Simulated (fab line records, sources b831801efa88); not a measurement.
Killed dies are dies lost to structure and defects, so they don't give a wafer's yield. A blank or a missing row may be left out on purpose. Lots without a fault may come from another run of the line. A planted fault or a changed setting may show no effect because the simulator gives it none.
A struck lot beside a sound one | flow gf180mcu | 18 steps out of a route of 602
Sound: wafers L521.3, L521.4, L521.6. Struck: wafers L532.1, L532.4, L532.5. The cause comes at the end.
At each step with rows: each side's tool, then ch and its chambers, then its first start. Under that, the readings that differ: sound wafers | struck wafers | difference of the means | sigmas: that difference in standard deviations of wafers without a fault.
alike: readings whose means differ by less than 2 such deviations, and words and numbers that are the same on both sides. not compared: withheld readings, readings that some wafer has no value for, bounds like >300 that may hide the same value, and numbers for which the record gives no deviation and whose values overlap.
The two part at a step that has a row with sigmas, a row that says differs or no value, or rows on one side only. Numbers that don't overlap but have no deviation are shown without sigmas and don't part them. A reading that every wafer of one side lacks parts them only if that side has two wafers or more.

first, 3 steps without rows for these wafers: GF_V3_EXPOSE_11 (exposes mask Via3, target cd 260 nm); GF_V3_PEB_12 (peb time 90 s); GF_V3_DEVELOP_13 (develop time 60 s).
GF_V3_CD_MEAS_14: target cd 260 nm.
  sound on cd_sem-02, day 23 04:17; struck on cd_sem-02, day 27 06:57
  alike: cd_nm
GF_V3_OVL_MEAS_15:
  sound on overlay-01, day 23 04:23; struck on overlay-01, day 27 07:04
  alike: V3_OVL
GF_V3_ETCH_16: etches BARC in N2/H2.
  sound on rie_diel-01 ch 0,1,3, day 23 04:25; struck on rie_diel-01 ch 1,2,3, day 27 07:07
  alike: drypump_motor_current_A, oes_product_au, throttle_valve_pct
GF_V3_ETCH_17: etches SiO2 in C4F8/O2/Ar, stops on TiN, target depth 635 nm.
  sound on rie_diel-01 ch 0,1,3; struck on rie_diel-01 ch 1,2,3
  alike: oes_product_au
GF_V3_STRIP_18: strips in O2/N2.
  sound on plasma_asher-04 ch 0,1, day 23 04:34; struck on plasma_asher-01 ch 0, day 27 07:14
  alike: drypump_motor_current_A, heater_power_w, oes_product_au
  not compared: rf_hours_counter_h
then, 3 steps without rows for these wafers: GF_V3_STRIP_19 (strips in post etch residue remover, time 1200 s); GF_V3_CLEAN_20 (cleans in DIW); GF_V3_SPUTTER_21 (material Ti, target thk 15 nm, time 80.02 s).
GF_V3_SPUTTER_22: material TiN, target thk 10 nm, time 40 s.
  sound on pvd_sputter-01, day 23 05:10; struck on pvd_sputter-01, day 27 07:52
  alike: throttle_valve_pct
GF_V3_CVD_23: deposits W, target thk 350 nm, time 104.9 s.
  sound on cvd_w-01 ch 0,1, day 23 05:14; struck on cvd_w-02 ch 0,1, day 27 07:55
  reading                          | sound             | struck            | difference | sigmas
  model.W_of_V3_CVD_23.thk_nm (nm) | 353.9 356.6 353.6 | 398.4 401.4 390.7 | +42.1      |
  alike: chamber_pressure_Torr, heater_power_w
GF_V3_RS_MEAS_24: measures by four-point-probe.
  sound on film_metro-04, day 23 05:23; struck on film_metro-02, day 27 08:01
  reading          | sound             | struck            | difference | sigmas
  V3_W_RS (ohm/sq) | 0.325 0.323 0.325 | 0.287 0.285 0.293 | -0.036     | -8
GF_V3_THK_MEAS_25: measures by xrf.
  sound on film_metro-04, day 23 05:29; struck on film_metro-02, day 27 08:08
  reading       | sound       | struck      | difference | sigmas
  V3_W_THK (nm) | 351 353 348 | 395 399 386 | +43        | +7
GF_V3_CMP_26: polishes, stops on SiO2, t overpolish 15 s, target thk 0 nm.
  sound on cmp-02 ch 1,2, day 23 05:31; struck on cmp-02 ch 1,2, day 27 08:12
  reading                | sound    | struck   | difference | sigmas
  time_to_endpoint_s (s) | 85 84 81 | 92 94 94 | +10        | +3
  alike: motor_current_A
GF_M4_SPUTTER_00: material Ti, target thk 37.5 nm, time 150 s.
  sound on pvd_sputter-01, day 23 05:49; struck on pvd_sputter-02, day 27 08:30
  alike: throttle_valve_pct
GF_PASSIVATION_PROBE_99:
  the record has rows for the sound wafers here (prober-01, day 29 17:26) and none for the struck ones

WHERE THEY PART
First at GF_V3_RS_MEAS_24; last, within this record, at GF_PASSIVATION_PROBE_99.

WHY: what the simulator had put in
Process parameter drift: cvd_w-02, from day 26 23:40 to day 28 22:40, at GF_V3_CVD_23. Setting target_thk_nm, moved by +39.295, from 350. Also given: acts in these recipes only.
